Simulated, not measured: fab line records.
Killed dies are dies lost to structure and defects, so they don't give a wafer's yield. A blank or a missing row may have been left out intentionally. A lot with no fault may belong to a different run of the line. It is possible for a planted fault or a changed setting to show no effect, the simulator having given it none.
Which tool was responsible? | flow gf180mcu | 39 wafers from 13 lots sampled at 6 of the route's 602 steps

## WHAT EACH GAUGE READ, for each wafer
GF_STI_THK_MEAS_24.
lot  | measured    | on            | STI_CVD_23_THK (nm)
L246 | day 2 09:32 | film_metro-02 | 643 652 645
L247 | day 2 13:47 | film_metro-04 | 657 644 645
L248 | day 2 20:47 | film_metro-01 | 650 651 655
L249 | day 2 23:56 | film_metro-04 | 650 660 644
L250 | day 3 05:34 | film_metro-01 | 637 631 632
L253 | day 3 21:25 | film_metro-02 | 650 652 650
L254 | day 4 02:55 | film_metro-04 | 645 644 645
L255 | day 4 07:11 | film_metro-02 | 659 656 655
L256 | day 4 12:17 | film_metro-02 | 639 642 641
L259 | day 5 05:00 | film_metro-01 | 652 649 657
L262 | day 5 19:27 | film_metro-01 | 643 643 645
L264 | day 6 05:09 | film_metro-04 | 641 642 648
L265 | day 6 11:08 | film_metro-02 | 649 653 651

GF_LVPWELL_TW_MEAS_11.
lot  | measured    | on            | LVPWELL_TW
L246 | day 4 01:25 | film_metro-03 | 558 559 556
L247 | day 4 07:58 | film_metro-02 | 560 564 561
L248 | day 4 15:17 | film_metro-04 | 548 546 546
L249 | day 4 19:07 | film_metro-04 | 546 547 550
L250 | day 5 01:26 | film_metro-03 | 562 560 557
L253 | day 5 17:54 | film_metro-03 | 557 557 559
L254 | day 6 00:16 | film_metro-03 | 558 551 556
L255 | day 6 04:47 | film_metro-04 | 568 571 569
L256 | day 6 11:24 | film_metro-03 | 576 577 572
L259 | day 7 05:07 | film_metro-03 | 554 554 555
L262 | day 7 20:41 | film_metro-03 | 555 555 556
L264 | day 8 06:20 | film_metro-02 | 565 566 565
L265 | day 8 14:27 | film_metro-02 | 562 565 564

GF_VT_IMPLANT_TW_MEAS_10.
lot  | measured     | on            | VT_IMPLANT_TW
L246 | day 5 20:14  | film_metro-03 | 563 562 563
L247 | day 6 02:05  | film_metro-01 | 562 563 559
L248 | day 6 10:17  | film_metro-03 | 560 562 561
L249 | day 6 15:11  | film_metro-01 | 561 560 561
L250 | day 7 03:02  | film_metro-01 | 562 562 560
L253 | day 7 16:37  | film_metro-03 | 562 561 559
L254 | day 7 22:59  | film_metro-02 | 566 569 568
L255 | day 8 03:44  | film_metro-03 | 560 559 559
L256 | day 8 11:16  | film_metro-02 | 566 565 568
L259 | day 9 06:45  | film_metro-02 | 569 565 562
L262 | day 10 00:35 | film_metro-01 | 561 560 561
L264 | day 10 09:56 | film_metro-01 | 560 557 557
L265 | day 10 19:35 | film_metro-02 | 566 568 568

GF_VT_IMPLANT_RS_MEAS_47: measures by four-point-probe.
lot  | measured     | on            | NWELL_RS (ohm/sq)
L246 | day 7 18:23  | film_metro-03 | 489.5 489.4 489.6
L247 | day 8 00:12  | film_metro-04 | 489.0 487.6 487.9
L248 | day 8 09:31  | film_metro-02 | 490.4 489.2 488.9
L249 | day 8 15:35  | film_metro-03 | 488.0 488.7 488.8
L250 | day 9 04:05  | film_metro-04 | 489.8 489.4 490.1
L253 | day 9 19:55  | film_metro-02 | 489.2 487.3 488.3
L254 | day 10 02:29 | film_metro-02 | 488.6 488.6 488.7
L255 | day 10 07:50 | film_metro-04 | 490.1 489.8 488.6
L256 | day 10 15:32 | film_metro-03 | 487.0 487.2 488.1
L259 | day 11 12:47 | film_metro-03 | 490.7 489.3 490.0
L262 | day 12 08:19 | film_metro-04 | 488.1 488.1 487.6
L264 | day 12 18:58 | film_metro-02 | 485.9 487.0 486.6
L265 | day 13 04:41 | film_metro-04 | 487.7 487.2 487.8

GF_VT_IMPLANT_RS_MEAS_48: measures by four-point-probe.
lot  | measured     | on            | LVPWELL_RS (ohm/sq)
L246 | day 7 18:30  | film_metro-03 | 1196 1192 1197
L247 | day 8 00:19  | film_metro-04 | 1198 1199 1198
L248 | day 8 09:38  | film_metro-02 | 1194 1196 1192
L249 | day 8 15:42  | film_metro-03 | 1193 1198 1196
L250 | day 9 04:13  | film_metro-04 | 1198 1198 1198
L253 | day 9 20:02  | film_metro-02 | 1197 1196 1196
L254 | day 10 02:36 | film_metro-02 | 1200 1201 1199
L255 | day 10 07:57 | film_metro-04 | 1094 1098 1099
L256 | day 10 15:40 | film_metro-03 | 1095 1094 1097
L259 | day 11 12:55 | film_metro-03 | 1192 1192 1194
L262 | day 12 08:26 | film_metro-04 | 1195 1195 1196
L264 | day 12 19:05 | film_metro-02 | 1199 1197 1198
L265 | day 13 04:49 | film_metro-04 | 1202 1202 1206

## WHICH TOOL RAN EACH LOT (tool, then ch and the chambers of the sampled wafers, then the start)
lot  | GF_LVPWELL_IMPLANT_09
L246 | implanter-01 ch 0, day 4 01:11
L247 | implanter-01 ch 0, day 4 07:43
L248 | implanter-02 ch 0, day 4 15:02
L249 | implanter-03 ch 0, day 4 18:53
L250 | implanter-01 ch 0, day 5 01:14
L253 | implanter-01 ch 0, day 5 17:39
L254 | implanter-03 ch 0, day 6 00:03
L255 | implanter-03 ch 0, day 6 04:33
L256 | implanter-03 ch 0, day 6 11:11
L259 | implanter-01 ch 0, day 7 04:54
L262 | implanter-02 ch 0, day 7 20:27
L264 | implanter-02 ch 0, day 8 06:08
L265 | implanter-01 ch 0, day 8 14:14
- GF_LVPWELL_IMPLANT_09

## WHAT THE TOOLS THEMSELVES READ (means of the sampled wafers that have a number; where no wafer has one, the mark that the record gives instead)
GF_LVPWELL_IMPLANT_09.
lot  | tool         | dose_ions_cm2 | end_station_pressure_torr (Torr) | faraday_current_uA
L246 | implanter-01 | 5.000e+12     | 4.89e-06                         | 28.0
L247 | implanter-01 | 4.994e+12     | 5.20e-06                         | 28.2
L248 | implanter-02 | 5.001e+12     | 5.24e-06                         | 28.4
L249 | implanter-03 | 4.996e+12     | 5.07e-06                         | 28.0
L250 | implanter-01 | 5.002e+12     | 4.99e-06                         | 28.9
L253 | implanter-01 | 5.001e+12     | 5.07e-06                         | 28.6
L254 | implanter-03 | 5.009e+12     | 5.13e-06                         | 27.6
L255 | implanter-03 | 7.779e+12     | 4.81e-06                         | 43.9
L256 | implanter-03 | 7.772e+12     | 4.98e-06                         | 43.5
L259 | implanter-01 | 4.999e+12     | 4.96e-06                         | 28.2
L262 | implanter-02 | 4.997e+12     | 5.11e-06                         | 27.9
L264 | implanter-02 | 4.996e+12     | 5.07e-06                         | 28.0
L265 | implanter-01 | 5.004e+12     | 5.18e-06                         | 28.4

## THE ANSWER, worked out from the rows above alone
Rule: the lots themselves supply what counts as usual. Put in order of their means at a reading, lots are off if they are a third of the lots or fewer, leave a main group of 4 or more, and stand apart from it by a gap of 3 or more times the standard deviation of the main group's means; of several such gaps the widest counts. A main group whose means are all the same, to the digits that the tables above print for the reading, isn't used. Also off: a lot with no number at a reading for which 4 or more lots have one. Where the step has rows for the other lots, those lots are counted as sound. First the gauges in route order, then the tools' own readings, where a lot's mean is used as printed above. At the first step where some lot is off, the reading lying furthest off is the one used; lots without a number count as furthest.
Off: L255, L256, seen at GF_VT_IMPLANT_RS_MEAS_48 (LVPWELL_RS). Main group: mean 1197 ohm/sq, sd 2.9.
If a tool, at a process step before that reading, ran all the lots that are off and no sound lot after the first of them, it fits. Not tried: the gauges at GF_VT_IMPLANT_RS_MEAS_48; whatever is off there is also off at GF_LVPWELL_IMPLANT_09, on other tools, and gauge error can't account for it. One fits: GF_LVPWELL_IMPLANT_09 on implanter-03. A fault onset in the window from L254 (day 6 00:03, its last sound lot) to L255 (day 6 04:33, its first lot off) fits.
The tool's own readings at GF_LVPWELL_IMPLANT_09 bear it out: on the lots that are off they differ by more than 5 times the standard deviation of the sound lots' means. dose_ions_cm2 reads 7.776e+12 there against 5.000e+12 on the sound lots; faraday_current_uA reads 43.7 there against 28.2 on the sound lots.

## WHAT THE SIMULATOR PUT IN
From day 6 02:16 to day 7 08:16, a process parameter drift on implanter-03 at GF_LVPWELL_IMPLANT_09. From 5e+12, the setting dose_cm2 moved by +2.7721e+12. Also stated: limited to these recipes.
Shown lots that were struck: L255, L256. The rule above reached the same finding.
